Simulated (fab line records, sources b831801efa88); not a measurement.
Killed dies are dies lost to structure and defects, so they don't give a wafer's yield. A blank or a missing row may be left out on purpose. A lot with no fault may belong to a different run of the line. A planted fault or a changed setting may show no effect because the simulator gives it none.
8D (eight disciplines) problem report, filled in by code || flow sky130 || the parts of the form that need people (team, actions taken, sign-off) are left out

## 1. WHAT WENT WRONG
Across 3 wafers from 2 lots, VIA1_HDPCVD_THK at SKY_VIA1_THK_MEAS_01 averages 1547 nm, while fault-free wafers read 1031 nm with a standard deviation of 9. Measured from the usual mean, that is +57 standard deviations.
First observed at day 38 04:04: wafer L224.2, on filmMetro-03. Wafers with a number at this step in the record: 36, from 12 lots. By rule, "out" or "out of limits" means more than 4 standard deviations away from the usual mean. The other wafers with a number count as sound.

## 2. WHAT IT IS AND WHAT IT IS NOT
{"question": "which readings at this step", "is": "VIA1_HDPCVD_THK", "is not": "-"}
{"question": "which lots", "is": "L224, L225", "is not": "L208, L209, L210, L212, L213, L215, L216, L218, L219, L229"}
{"question": "which wafers of those lots", "is": "L224.2, L224.6, L225.3", "is not": "L224.3, L225.1, L225.4"}
{"question": "read on which gauges", "is": "filmMetro-03", "is not": "filmMetro-01, filmMetro-04"}
{"question": "when", "is": "from day 38 04:04", "is not": "up to then (28 sound wafers); but 5 sound wafers of L225, L229 came after"}

## 3. SUSPECTS, AND WHAT RULES EACH OUT
Counting: if a tool at a process step up to the reading ran every lot that is out, it stays a suspect. Sound lots after the first of them don't rule it out here, since some wafers of a struck lot are sound.
- ruled out: the gauge at SKY_VIA1_THK_MEAS_01. All the wafers that are out were read on filmMetro-03, but those of them that SKY_VIA1_HDPCVD_00 has rows for are out there too, on other tools.
- rieDiel-04 at SKY_CONTACT_ETCH_17 (etches SiO2 in C4F8/O2/Ar, stops on Si3N4, target depth 340 nm): kept. It ran every lot that is out, first L224 (day 36 23:55); its last sound lot up to then is L216 (day 34 19:28).
- hdpcvd-02 at SKY_VIA1_HDPCVD_00 (deposits SiO2, target thk 1030 nm, time 171.7 s): kept. It ran every lot that is out, first L224 (day 38 03:56); its last sound lot up to then is L218 (day 36 11:16). Out on those wafers are its own readings of sih4FlowSccm.
- In hdpcvd-02 at SKY_VIA1_HDPCVD_00, the wafers that are out were processed in chamber 0 and their sound lot-mates in chambers 1, 2.
Remaining after the count are rieDiel-04 at SKY_CONTACT_ETCH_17 and hdpcvd-02 at SKY_VIA1_HDPCVD_00.

## 4. THE CAUSE (what the simulator had put in)
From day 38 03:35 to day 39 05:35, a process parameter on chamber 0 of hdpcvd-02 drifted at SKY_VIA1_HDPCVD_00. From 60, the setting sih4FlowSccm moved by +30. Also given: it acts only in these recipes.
Counting leaves 2 suspects; this tool is one of them.

## 5. THE EFFECT CHAIN, in route order
Each row: a reading whose mean over the struck wafers that have a number lies more than 3 standard deviations from the usual. Scope: only readings with a usual standard deviation given in the record; hours: median across lots of the time from each lot's start at the first step in this table that gives one to its start at this step; sigmas: change in usual standard deviations.
{"hours": 0, "step": "SKY_VIA1_HDPCVD_00", "reading": "sih4FlowSccm", "usual": "59.99 sccm", "on struck wafers": 90.01, "change": "+30.02", "sigmas": "+99 or more"}
{"hours": 0, "step": "SKY_VIA1_THK_MEAS_01", "reading": "VIA1_HDPCVD_THK", "usual": "1031 nm", "on struck wafers": 1547, "change": "+516", "sigmas": "+57"}
It contains these process steps:
- SKY_VIA1_HDPCVD_00: deposits SiO2, target thk 1030 nm, time 171.7 s.

## 6. WHAT WOULD HAVE CAUGHT IT SOONER
The first out-of-limits reading at a measuring or inspecting step in this record came at day 38 04:04, 0 hours after the fault's start at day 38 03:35.
The tool's own readings at SKY_VIA1_HDPCVD_00 were out on every struck wafer that the step has a row for (sih4FlowSccm): an alarm limit on them would have fired on the first of those.
Among the 2 lots that are out, L225 began SKY_VIA1_HDPCVD_00 on hdpcvd-02 after day 38 04:04. A hold on the tool at that time would have spared it.
